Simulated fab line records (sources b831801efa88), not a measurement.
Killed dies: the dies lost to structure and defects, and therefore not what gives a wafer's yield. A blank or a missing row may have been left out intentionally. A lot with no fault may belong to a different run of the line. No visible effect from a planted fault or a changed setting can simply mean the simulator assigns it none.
The tool behind it: which one?	flow gf180mcu	14 lots, 42 wafers sampled, at 2 steps of a route of 602

WHAT THE GAUGES READ, wafer by wafer
GF_M4_OVL_MEAS_15.
lot	measured	on	M4_OVL (nm)
L341	day 23 01:29	overlay-02	2 10 1
L342	day 23 13:04	overlay-02	-2 -3 1
L344	day 24 07:48	overlay-02	-4 -5 4
L346	day 24 20:30	overlay-02	7 -8 -2
L347	day 25 13:47	overlay-02	1 7 3
L348	day 26 04:06	overlay-01	7 5 -4
L349	day 26 07:53	overlay-02	1 5 11
L353	day 27 19:16	overlay-02	10 8 9
L352	day 27 19:37	overlay-01	6 10 10
L354	day 28 02:28	overlay-01	3 12 8
L360	day 29 11:02	overlay-01	6 3 3
L362	day 29 21:06	overlay-02	-2 -1 -4
L363	day 30 04:56	overlay-01	9 3 11
L364	day 30 12:07	overlay-01	0 6 0

TOOL THAT RAN EACH LOT (tool first, then ch and the chambers of the sampled wafers, then the start)
lot	GF_M4_SPUTTER_03
L341	pvdSputter-02, day 22 01:11
L342	pvdSputter-03, day 22 14:17
L344	pvdSputter-02, day 23 08:33
L346	pvdSputter-03, day 23 21:57
L347	pvdSputter-03, day 24 16:09
L348	pvdSputter-01, day 25 06:49
L349	pvdSputter-02, day 25 10:56
L353	pvdSputter-03, day 26 23:17
L352	pvdSputter-01, day 26 23:41
L354	pvdSputter-02, day 27 06:08
L360	pvdSputter-01, day 28 16:20
L362	pvdSputter-03, day 29 02:22
L363	pvdSputter-02, day 29 10:34
L364	pvdSputter-03, day 29 18:17
- GF_M4_SPUTTER_03: material Ti, target thk 10 nm, time 6.7 s.

AS READ BY THE TOOLS THEMSELVES (means over the sampled wafers that have a number; for cases with no such wafer, the mark the record gives instead)
GF_M4_SPUTTER_03.
lot	tool	throttleValvePct (%)
L341	pvdSputter-02	29.5
L342	pvdSputter-03	30.3
L344	pvdSputter-02	29.6
L346	pvdSputter-03	30.5
L347	pvdSputter-03	29.9
L348	pvdSputter-01	30.5
L349	pvdSputter-02	29.7
L353	pvdSputter-03	30.3
L352	pvdSputter-01	29.9
L354	pvdSputter-02	29.4
L360	pvdSputter-01	30.0
L362	pvdSputter-03	30.5
L363	pvdSputter-02	29.1
L364	pvdSputter-03	30.2

THE ANSWER, worked out from the rows above alone
Rule: the usual values come from the lots themselves. Put in order of their means at a reading, lots are off if they are a third of the lots or fewer, leave a main group of 4 or more, and stand apart from it by a gap of 3 or more times the standard deviation of the main group's means; of several such gaps the widest counts. The tables above print the reading to a certain number of digits; a main group whose means all agree to those digits is not used. A lot without any number at a reading at which 4 lots or more have one is off too. Any other lot the step has rows for is counted as sound. Order of review: gauges by route order, followed by the tools' own readings, for which a lot's mean as printed above is used. The first step at which some lot is off is used, and at that step the reading that is off furthest; a lot without a number counts as furthest.
No lot is off on any of the readings shown, so nothing can be concluded from this.

WHAT HAD BEEN PUT IN BY THE SIMULATOR
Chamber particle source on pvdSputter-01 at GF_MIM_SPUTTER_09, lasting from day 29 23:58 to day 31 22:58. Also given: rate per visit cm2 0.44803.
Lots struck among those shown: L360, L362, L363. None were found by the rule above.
